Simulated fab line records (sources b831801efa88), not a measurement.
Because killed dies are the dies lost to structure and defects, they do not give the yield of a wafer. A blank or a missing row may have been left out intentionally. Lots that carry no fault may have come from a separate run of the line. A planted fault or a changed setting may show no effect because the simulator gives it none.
The tool behind it: which one? -- flow sky130 -- 12 lots with 36 wafers sampled at 2 steps, on a route of 708 steps

== WHAT EACH GAUGE READ, for each wafer ==
SKY_VT_ADJUST_HVTP_OVL_MEAS_08.
lot,measured,on,VT_ADJUST_HVTP_OVL (nm)
L075,day 6 05:10,overlay-01,0.8 0.8 -0.2
L077,day 6 19:53,overlay-02,0.3 0.5 1.7
L079,day 7 05:22,overlay-01,1.5 1.7 1.7
L081,day 7 21:52,overlay-02,3.4 0.9 2.4
L083,day 8 09:46,overlay-01,1.1 0.9 2.0
L085,day 8 23:55,overlay-01,0.1 2.6 1.4
L087,day 9 14:20,overlay-01,1.3 3.2 0.5
L089,day 10 01:10,overlay-02,-0.3 3.7 1.8
L091,day 10 20:52,overlay-02,2.3 3.0 1.9
L093,day 11 06:25,overlay-02,1.7 1.7 1.2
L095,day 12 01:01,overlay-01,1.1 -0.9 -0.9
L097,day 12 12:01,overlay-02,-0.4 1.2 1.7

== EACH LOT AND THE TOOL THAT RAN IT (in order: tool; ch and the chambers of the sampled wafers; start) ==
lot,SKY_FIELD_ISO_STRIP_16
L075,"plasma asher-02 ch 0,1, day 2 09:07"
L077,"plasma asher-03 ch 0,1, day 2 19:51"
L079,"plasma asher-03 ch 0,1, day 3 06:10"
L081,"plasma asher-03 ch 0,1, day 3 18:28"
L083,"plasma asher-02 ch 0,1, day 4 03:55"
L085,"plasma asher-03 ch 0,1, day 4 15:34"
L087,"plasma asher-02 ch 0,1, day 5 00:24"
L089,"plasma asher-03 ch 0,1, day 5 11:10"
L091,"plasma asher-02 ch 0,1, day 5 21:31"
L093,"plasma asher-03 ch 0,1, day 6 07:28"
L095,"plasma asher-02 ch 0,1, day 6 18:07"
L097,"plasma asher-03 ch 1, day 7 05:49"
- SKY_FIELD_ISO_STRIP_16: strips in O2/N2.

== THE ANSWER, worked out from the rows above alone ==
Rule: what is usual is taken from the lots themselves. The widest of any qualifying gaps counts: lots, ordered by their means at a reading, are off when they make up no more than a third of the lots, leave a main group of 4 or more, and stand apart from it by 3 or more times the standard deviation of that group's means. A main group is skipped when, at the precision printed for the reading in the tables above, its means are all equal. A lot without any number at a reading at which 4 lots or more have one is off too. All remaining lots with rows at the step are treated as sound.
No lot is off on any of the readings shown, so nothing can be concluded from this.

== WHAT THE SIMULATOR HAD PUT IN ==
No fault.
